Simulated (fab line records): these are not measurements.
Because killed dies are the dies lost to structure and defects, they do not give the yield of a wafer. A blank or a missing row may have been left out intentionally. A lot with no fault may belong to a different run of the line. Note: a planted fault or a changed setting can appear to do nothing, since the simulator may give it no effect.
Which tool was responsible?	flow sky130	33 wafers from 11 lots sampled at 4 of the route's 708 steps

## WHAT THE GAUGES SHOWED, per wafer
SKY_CAPM_THK_MEAS_01.
lot	measured	on	CAPM_CVD_00_THK (nm)
L510	day 36 04:52	filmMetro-01	15.80 15.95 15.91
L511	day 36 20:11	filmMetro-02	15.37 15.62 15.58
L512	day 37 01:02	filmMetro-02	15.40 15.58 15.67
L514	day 37 15:53	filmMetro-02	15.45 15.40 15.86
L515	day 38 04:01	filmMetro-02	15.43 15.37 15.39
L516	day 38 05:44	filmMetro-04	15.62 16.06 15.93
L519	day 39 06:35	filmMetro-04	15.32 15.38 15.66
L525	day 41 00:27	filmMetro-01	15.58 16.04 27.90
L528	day 42 04:52	filmMetro-04	15.45 15.67 15.62
L529	day 42 15:36	filmMetro-02	15.51 15.46 15.79
L531	day 42 20:28	filmMetro-04	15.08 15.49 15.39

## TOOL THAT RAN EACH LOT (tool first, then ch and the chambers of the sampled wafers, then the start)
lot	SKY_POLY_CUT_STRIP_12	SKY_SD_N_RTA_14	SKY_CAPM_CVD_00
L510	plasmaAsher-01 ch 0,1, day 24 03:23	rtpAnneal-02 ch 0, day 27 20:20	pecvd-03 ch 1,2, day 36 04:51
L511	plasmaAsher-04 ch 0,1, day 24 21:13	rtpAnneal-01 ch 0, day 28 13:18	pecvd-01 ch 0,1,2, day 36 20:10
L512	plasmaAsher-02 ch 0,1, day 25 04:45	rtpAnneal-02 ch 0, day 28 19:14	pecvd-03 ch 0,1,2, day 37 01:01
L514	plasmaAsher-01 ch 0, day 25 19:29	rtpAnneal-02 ch 0, day 29 11:29	pecvd-01 ch 1,2, day 37 15:52
L515	plasmaAsher-02 ch 1, day 26 08:29	rtpAnneal-01 ch 0, day 29 23:20	pecvd-02 ch 0,1, day 38 03:59
L516	plasmaAsher-04 ch 0,1, day 26 11:17	rtpAnneal-01 ch 0, day 30 01:39	pecvd-01 ch 0,1, day 38 05:42
L519	plasmaAsher-02 ch 0,1, day 27 13:25	rtpAnneal-02 ch 0, day 31 01:50	pecvd-03 ch 0,1,2, day 39 06:33
L525	plasmaAsher-04 ch 0,1, day 29 13:35	rtpAnneal-02 ch 0, day 32 20:28	pecvd-03 ch 0,1,2, day 41 00:26
L528	plasmaAsher-01 ch 0,1, day 30 19:04	rtpAnneal-02 ch 0, day 34 01:44	pecvd-01 ch 0,1, day 42 04:50
L529	plasmaAsher-01 ch 0,1, day 31 06:37	rtpAnneal-02 ch 0, day 34 13:10	pecvd-02 ch 1,2, day 42 15:35
L531	plasmaAsher-02 ch 0,1, day 31 11:34	rtpAnneal-02 ch 0, day 34 17:50	pecvd-01 ch 0,1, day 42 20:26
- SKY_POLY_CUT_STRIP_12: strips in O2/N2.
- SKY_SD_N_RTA_14: time 2 s.
- SKY_CAPM_CVD_00: deposits SiO2, target thk 15.5 nm.

## THE ANSWER, worked out from the rows above alone
Rule: the usual values come from the lots themselves. The widest of any qualifying gaps counts: lots, ordered by their means at a reading, are off when they make up no more than a third of the lots, leave a main group of 4 or more, and stand apart from it by 3 or more times the standard deviation of that group's means. If all means in a main group match to the digits the tables above print for the reading, that group is not used. A lot without any number at a reading at which 4 lots or more have one is off too. All remaining lots with rows at the step are treated as sound.
Off: L525, seen at SKY_CAPM_THK_MEAS_01 (CAPM_CVD_00_THK). The main group: mean 15.57 nm, standard deviation 0.17.
If a tool, at a process step before that reading, ran all the lots that are off and no sound lot after the first of them, it fits. The gauges at SKY_CAPM_THK_MEAS_01 are tried like those tools. Can't be told from this: 3 tools fit, plasmaAsher-04 at SKY_POLY_CUT_STRIP_12, pecvd-03 at SKY_CAPM_CVD_00, filmMetro-01 at SKY_CAPM_THK_MEAS_01.

## WHAT THE SIMULATOR HAD INSERTED
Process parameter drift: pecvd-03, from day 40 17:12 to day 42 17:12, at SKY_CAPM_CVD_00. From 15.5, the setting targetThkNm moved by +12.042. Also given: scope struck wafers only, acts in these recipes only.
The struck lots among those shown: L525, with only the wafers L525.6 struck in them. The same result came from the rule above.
